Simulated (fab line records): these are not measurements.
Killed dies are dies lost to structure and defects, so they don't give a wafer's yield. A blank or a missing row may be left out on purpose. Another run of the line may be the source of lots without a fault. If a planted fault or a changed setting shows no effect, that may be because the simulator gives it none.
A struck lot beside a sound one -- flow sky130 -- 15 out of 708 route steps
Sound: these wafers, L571.1, L571.5, L571.6. Wafers L563.2, L563.3, L563.4 were the ones struck. The cause comes at the end.
Order at every step that has rows: each side's tool, ch and its chambers, its first start. Under that, the readings that differ: sound wafers -- struck wafers -- difference of the means -- sigmas: that difference in standard deviations of wafers without a fault.
alike: same words and numbers on both sides, and readings whose means sit less than 2 such deviations apart. not compared: any withheld reading, any reading some wafer has no value for, any bound like >300 that may hide the same value, and any number with overlapping values for which the record gives no deviation.
A row with sigmas, a row that says differs or no value, or rows on one side alone: a step with any of these is where the two part. Numbers that don't overlap but have no deviation are shown without sigmas and don't part them. A reading missing from all wafers of one side parts the sides only when that side holds two or more wafers.

first, 1 step without rows for these wafers: SKY_VT_ADJUST_PCH_IMPLANT_08.
SKY_VT_ADJUST_PCH_STRIP_09: strips in O2/N2.
  sound on plasma asher-02 ch 0,1, day 16 04:06; struck on plasma asher-02 ch 0,1, day 13 08:48
  alike: drypump motor current A, oes product au, strip time to endpoint s
  not compared: rf hours counter h
SKY_VT_ADJUST_PCH_TW_MEAS_10:
  struck on film metro-02, day 13 08:55; sound on film metro-02, day 16 04:12
  alike: VT_ADJUST_PCH_TW
then, 7 steps without rows for these wafers: SKY_SONOS_TUNNEL_DEHYDRATE_00 (time 60 s); SKY_SONOS_TUNNEL_HMDS_01 (prime time 60 s); SKY_SONOS_TUNNEL_COAT_02 (resist thk 1140 nm); SKY_SONOS_TUNNEL_SOFTBAKE_03 (time 60 s); SKY_SONOS_TUNNEL_EXPOSE_04 (exposes mask TUNM, target cd 410 nm); SKY_SONOS_TUNNEL_PEB_05; SKY_SONOS_TUNNEL_DEVELOP_06 (develop time 60 s).
SKY_SONOS_TUNNEL_CD_MEAS_07: target cd 410 nm.
  struck on cd sem-01, day 14 10:41; sound on cd sem-01, day 17 08:16
  alike: cd nm
SKY_SONOS_TUNNEL_OVL_MEAS_08:
  struck on overlay-01, day 14 10:47; sound on overlay-02, day 17 08:23
  alike: SONOS_TUNNEL_OVL
SKY_SONOS_TUNNEL_IMPLANT_09:
  sound on implanter-04 ch 0, day 17 08:25; struck on implanter-03 ch 0, day 14 10:50
reading,sound,struck,difference,sigmas
beam energy keV,19.999 20.004 20.003,22.518 22.526 22.526,+2.521,+99 or more
model.implant.rp nm (nm),64.84 64.84 64.84,73.58 73.58 73.58,+8.74,
model.implant.drp nm (nm),28.34 28.34 28.34,31.59 31.59 31.59,+3.25,
then, 1 step without rows for these wafers: SKY_SONOS_TUNNEL_WET_ETCH_10 (etches SiO2 in dHF, target depth 14 nm, time 280 s).
-- a jump in the record: the struck wafers' starts before and after are 34 days apart (it breaks off in module SONOS_TUNNEL and resumes in module PAD_OPEN, where the first step shown is number 708 of the route) --
SKY_PAD_OPEN_PROBE_99:
  struck on prober-02, day 48 03:34; sound on prober-01, day 50 00:32
  alike: killed_at_M0_to_M3, killed_at_M4_up, killed at contacts, killed at front end, killed at other, killed dies, killed open, killed short

== WHERE THEY PART ==
Only at SKY_SONOS_TUNNEL_IMPLANT_09, within this record. Later steps at which nothing parts them and some readings are alike: SKY_PAD_OPEN_PROBE_99.

WHY: the cause the simulator had injected
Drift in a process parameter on implanter-03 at SKY_SONOS_TUNNEL_IMPLANT_09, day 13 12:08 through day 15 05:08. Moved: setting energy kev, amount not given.
